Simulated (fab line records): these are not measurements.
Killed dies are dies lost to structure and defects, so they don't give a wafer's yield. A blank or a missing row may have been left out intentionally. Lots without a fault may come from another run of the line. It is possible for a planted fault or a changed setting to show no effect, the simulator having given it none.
Which of the tools did it? | flow gf180mcu | 21 wafers sampled from 7 lots at 1 step of a route of 602

== WHAT EACH GAUGE READ, for each wafer ==
GF_STI_THK_MEAS_04.
lot  | measured    | on           | STI_CVD_03_THK (nm)
L846 | day 1 19:57 | filmMetro-02 | 208.2 208.2 208.1
L849 | day 2 09:41 | filmMetro-01 | 206.8 209.8 209.0
L851 | day 2 20:34 | filmMetro-01 | 207.5 206.9 208.1
L861 | day 4 21:35 | filmMetro-02 | 211.2 209.7 210.1
L863 | day 5 08:32 | filmMetro-02 | 207.6 207.5 208.5
L865 | day 5 17:34 | filmMetro-02 | 207.1 207.3 207.3
L868 | day 6 08:34 | filmMetro-03 | 208.7 209.2 209.6

== TOOL THAT RAN EACH LOT (tool first, then ch and the chambers of the sampled wafers, then the start) ==
There is no process step in the record ahead of these readings.

== THE ANSWER, worked out from the rows above alone ==
Rule: the lots themselves supply what counts as usual. Put in order of their means at a reading, lots are off if they are a third of the lots or fewer, leave a main group of 4 or more, and stand apart from it by a gap of 3 or more times the standard deviation of the main group's means; of several such gaps the widest counts. If all means in a main group match to the digits the tables above print for the reading, that group is not used. A lot without any number at a reading at which 4 lots or more have one is off too. Where the step has rows for the other lots, those lots are counted as sound.
No lot is off on any of the readings shown, so nothing can be concluded from this.

== WHAT THE SIMULATOR PUT IN ==
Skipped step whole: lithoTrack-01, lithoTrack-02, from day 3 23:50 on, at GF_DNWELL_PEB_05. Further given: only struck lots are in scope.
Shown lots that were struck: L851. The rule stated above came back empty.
